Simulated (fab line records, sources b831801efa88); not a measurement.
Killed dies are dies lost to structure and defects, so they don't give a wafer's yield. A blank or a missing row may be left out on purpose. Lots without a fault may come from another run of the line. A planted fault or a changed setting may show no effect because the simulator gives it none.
Problem report in the 8D (eight disciplines) form, filled by code | flow gf180mcu | the parts of the form that need people (team, actions taken, sign-off) are left out

1. THE PROBLEM
spin_speed_rpm at GF_VT_IMPLANT_COAT_24 reads a mean of 2846.1 rpm on 9 wafers of 3 lots; wafers without a fault read 2999.5 rpm with a standard deviation of 1.9. That is -81 standard deviations from the usual mean.
The step: resist thk 1000 nm.
First seen on wafer L349.2, day 9 09:05, on litho_track-04. The record holds 36 wafers of 12 lots with a number at this step. Rule for "out", or "out of limits": more than 4 standard deviations from the usual mean. The other wafers with a number count as sound.

2. WHAT IT IS AND WHAT IT IS NOT
question                    | is                     | is not
which readings at this step | spin_speed_rpm         | -
which lots                  | L349, L350, L351       | L340, L353, L354, L356, L357, L359, L361, L362, L363
which wafers of those lots  | all that have a number | -
read on which tools         | litho_track-04         | litho_track-01, litho_track-03
when                        | from day 9 09:05       | up to then (3 sound wafers); but 24 sound wafers of L353, L354, L356, L357, L359, L361, L362, L363 came after

3. SUSPECTS, AND WHAT RULES EACH OUT
Counting: a tool at a process step up to the reading stays a suspect if it ran every lot that is out and no sound lot after the first of them.
- rie_si-01 at GF_STI_ETCH_14 (etches Si in HBr/Cl2/O2, target depth 360 nm, time 102.9 s): ruled out as a lasting fault. Sound lots L353, L357, L361, L362, L363 ran on it after its first lot that is out, L349 (day 4 05:46).
- litho_track-04 at GF_VT_IMPLANT_COAT_24 (resist thk 1000 nm): kept. It ran every lot that is out, first L349 (day 9 09:05), and no sound lot after that; its last sound lot up to then is L340 (day 6 16:40). Its own readings are out on those wafers: spin_speed_rpm.
Left after counting: litho_track-04 at GF_VT_IMPLANT_COAT_24.

4. THE CAUSE (what the simulator had put in)
Process parameter drift: litho_track-04, from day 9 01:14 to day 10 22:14, at GF_VT_IMPLANT_COAT_24. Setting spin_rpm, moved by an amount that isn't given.
Counting left only this tool.

5. THE CHAIN OF EFFECTS, in route order
Each row: a reading whose mean over the struck wafers that have a number lies more than 3 standard deviations from the usual. Only readings for which the record gives a usual standard deviation are gone through. hours: the time from each lot's start at the first step in this table that gives one to its start at this step, as a median over the lots. sigmas: the change in usual standard deviations.
hours | step                   | reading                  | usual      | on struck wafers | change | sigmas
0     | GF_VT_IMPLANT_COAT_24  | spin_speed_rpm           | 2999.5 rpm | 2846.1           | -153.4 | -81
9     | GF_VT_IMPLANT_STRIP_31 | strip_time_to_endpoint_s | 12.615 s   | 12.878           | +0.263 | +9.4
The process steps in it:
- GF_VT_IMPLANT_COAT_24: resist thk 1000 nm.
- GF_VT_IMPLANT_STRIP_31: strips in O2/N2.

6. WHAT WOULD HAVE CAUGHT IT SOONER
In this record the first reading out of limits was taken at day 9 09:05, 8 hours after the fault began at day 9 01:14.
